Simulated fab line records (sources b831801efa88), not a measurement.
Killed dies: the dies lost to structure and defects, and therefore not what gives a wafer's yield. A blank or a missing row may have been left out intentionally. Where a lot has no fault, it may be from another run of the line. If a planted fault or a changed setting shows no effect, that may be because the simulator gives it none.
A lot that was struck, set against a sound lot	flow sky130	27 steps out of a route of 708
Sound: these wafers, L524.2, L524.3, L524.6. The struck wafers were L523.1, L523.2, L523.6. Last of all comes the cause.
For every step that has rows: the tool of each side, followed by ch and its chambers, followed by its first start. Under that, the readings that differ: sound wafers	struck wafers	difference of the means	sigmas: that difference in standard deviations of wafers without a fault.
alike: a reading whose means differ by less than 2 such deviations, as well as words and numbers matching on both sides. not compared: withheld readings; readings where some wafer has no value; bounds like >300 that might hide an equal value; numbers whose values overlap and for which the record gives no deviation.
The two part at a step that has a row with sigmas, a row that says differs or no value, or rows on one side only. Non-overlapping numbers with no deviation appear without sigmas and do not part them. A reading missing from all wafers of one side parts the sides only when that side holds two or more wafers.

first, 3 steps without rows for these wafers: SKY_LDD_N_EXPOSE_04 (exposes mask NTM, target cd 840 nm); SKY_LDD_N_PEB_05; SKY_LDD_N_DEVELOP_06 (develop time 60 s).
SKY_LDD_N_OVL_MEAS_07:
  sound on overlay-01, day 21 11:40; struck on overlay-02, day 21 08:01
  alike: LDD_N_OVL
then, 8 steps without rows for these wafers: SKY_LDD_N_IMPLANT_08; SKY_LDD_N_IMPLANT_09; SKY_LDD_N_IMPLANT_10; SKY_LDD_N_IMPLANT_11; SKY_LDD_N_IMPLANT_12; SKY_LDD_N_IMPLANT_13; SKY_LDD_N_IMPLANT_14; SKY_LDD_N_IMPLANT_15.
SKY_LDD_N_STRIP_16: strips in O2/N2.
  sound on plasma asher-04 ch 0,1, day 21 12:54; struck on plasma asher-02 ch 0,1, day 21 09:15
  no value came back on the struck wafers for chamber pressure mTorr (mTorr), drypump motor current A (A), oes product au (a.u.), strip time to endpoint s (s); on the sound wafers chamber pressure mTorr (mTorr) reads 1498.6 1500.5 1499.1
reading	sound	struck	difference	sigmas
model.NOVOLAK_of_LDD_N_COAT_02.thk nm (nm)	0 0 0	298.3 298.1 300.3	+298.9	
  not compared: rf hours counter h
SKY_LDD_N_TW_MEAS_17:
  sound on film metro-03, day 21 13:01; struck on film metro-02, day 21 09:21
  alike: LDD_N_TW
then, 7 steps without rows for these wafers: SKY_LDD_P_DEHYDRATE_00 (time 60 s); SKY_LDD_P_HMDS_01 (prime time 60 s); SKY_LDD_P_COAT_02 (resist thk 1140 nm); SKY_LDD_P_SOFTBAKE_03 (time 60 s); SKY_LDD_P_EXPOSE_04 (exposes mask PSDM, target cd 380 nm); SKY_LDD_P_PEB_05; SKY_LDD_P_DEVELOP_06 (develop time 60 s).
SKY_LDD_P_CD_MEAS_07: target cd 380 nm.
  sound on cd sem-02, day 22 18:47; struck on cd sem-01, day 22 15:56
  alike: cd nm
SKY_LDD_P_OVL_MEAS_08:
  sound on overlay-01, day 22 18:53; struck on overlay-01, day 22 16:04
  alike: LDD_P_OVL
after that, 1 step had no rows for these wafers: SKY_LDD_P_IMPLANT_09.
SKY_LDD_P_STRIP_10: strips in O2/N2.
  sound on plasma asher-03 ch 1, day 22 19:04; struck on plasma asher-02 ch 0,1, day 22 16:15
reading	sound	struck	difference	sigmas
strip time to endpoint s (s)	14.24 14.23 14.18	18.71 18.67 18.73	+4.49	+99 or more
  alike: chamber pressure mTorr, drypump motor current A, oes product au
  not compared: rf hours counter h
SKY_LDD_P_TW_MEAS_11:
  sound on film metro-03, day 22 19:11; struck on film metro-04, day 22 16:21
reading	sound	struck	difference	sigmas
LDD_P_TW	635 640 638	30 30 30	-608	-99 or more
then, 1 step without rows for these wafers: SKY_LDD_HVN_DEHYDRATE_00 (time 60 s).

WHERE THEY PART
First at SKY_LDD_N_STRIP_16; last, within this record, at SKY_LDD_P_TW_MEAS_11.

WHY: whatever the simulator had introduced
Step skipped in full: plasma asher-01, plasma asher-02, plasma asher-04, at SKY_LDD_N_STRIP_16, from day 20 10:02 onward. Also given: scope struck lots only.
